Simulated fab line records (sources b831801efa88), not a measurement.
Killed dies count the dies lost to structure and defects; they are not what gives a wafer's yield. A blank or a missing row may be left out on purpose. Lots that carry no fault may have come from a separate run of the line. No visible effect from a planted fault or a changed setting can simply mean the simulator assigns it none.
One fault through the eyes of 2 desks / flow sky130 / only its own numbers are on each desk; what lay behind them is given at the end

== DESK OF THE TOOL OWNER: plasma asher-01 ==
The tool's own readings at SKY_PASSIVATION_STRIP_12 (strips in O2/N2): means of the sampled wafers that have a number, for each lot that ran on this tool. If a lot's mean is further than 4 standard deviations from the usual mean, the lot is out of limits and carries the mark OUT (the distance appears in the brackets).
Columns: A = drypump motor current A at SKY_PASSIVATION_STRIP_12, usual 5.4 A; B = n2 flow sccm at SKY_PASSIVATION_STRIP_12, usual 299.9 sccm; C = oes product au at SKY_PASSIVATION_STRIP_12, usual 0.661 a.u.; D = strip time to endpoint s at SKY_PASSIVATION_STRIP_12, usual 31.54 s
lot=L759; first seen here=day 46 19:04; A=6.1; B=300.4; C=0.661; D=31.34
lot=L763; first seen here=day 48 00:37; A=6.1; B=300.5; C=0.659; D=31.71
lot=L765; first seen here=day 48 08:38; A=6.1; B=299.3; C=0.662; D=31.45
lot=L771; first seen here=day 49 14:59; A=6.1; B=299.5; C=0.663; D=31.72
This desk's finding: nothing out of limits on any of the 4 lots.

== FROM THE METROLOGY DESK ==
What the gauges read for every lot (on any tool): the sampled wafers with a number, averaged. If a lot's mean is further than 4 standard deviations from the usual mean, the lot is out of limits and carries the mark OUT (the distance appears in the brackets).
Columns: A = cd nm at SKY_METAL3_CD_MEAS_13, usual 300.5 nm; B = VIA3_BOW at SKY_VIA3_BOW_MEAS_03, usual 80 um
lot=L752; first seen here=day 39 04:42; A=300.8; B=70
lot=L753; first seen here=day 39 06:59; A=299.7; B=84
lot=L757; first seen here=day 40 07:33; A=299.1; B=78
lot=L759; first seen here=day 40 22:37; A=300.9; B=91
lot=L760; first seen here=day 41 07:58; A=302.5; B=81
lot=L761; first seen here=day 41 17:08; A=300.5; B=85
lot=L763; first seen here=day 42 09:19; A=302.0; B=76
lot=L765; first seen here=day 42 16:33; A=299.2; B=69
lot=L766; first seen here=day 42 20:51; A=298.8; B=82
lot=L770; first seen here=day 44 06:23; A=300.5; B=77
lot=L771; first seen here=day 44 08:05; A=302.6; B=77
lot=L774; first seen here=day 45 02:41; A=299.5; B=81
This desk's finding: nothing out of limits on any of the 12 lots.

== TAKEN TOGETHER ==
The tool owner's desk saw nothing out of limits.
Metrology desk: nothing out of limits seen.

== WHAT WAS PUT IN BY THE SIMULATOR ==
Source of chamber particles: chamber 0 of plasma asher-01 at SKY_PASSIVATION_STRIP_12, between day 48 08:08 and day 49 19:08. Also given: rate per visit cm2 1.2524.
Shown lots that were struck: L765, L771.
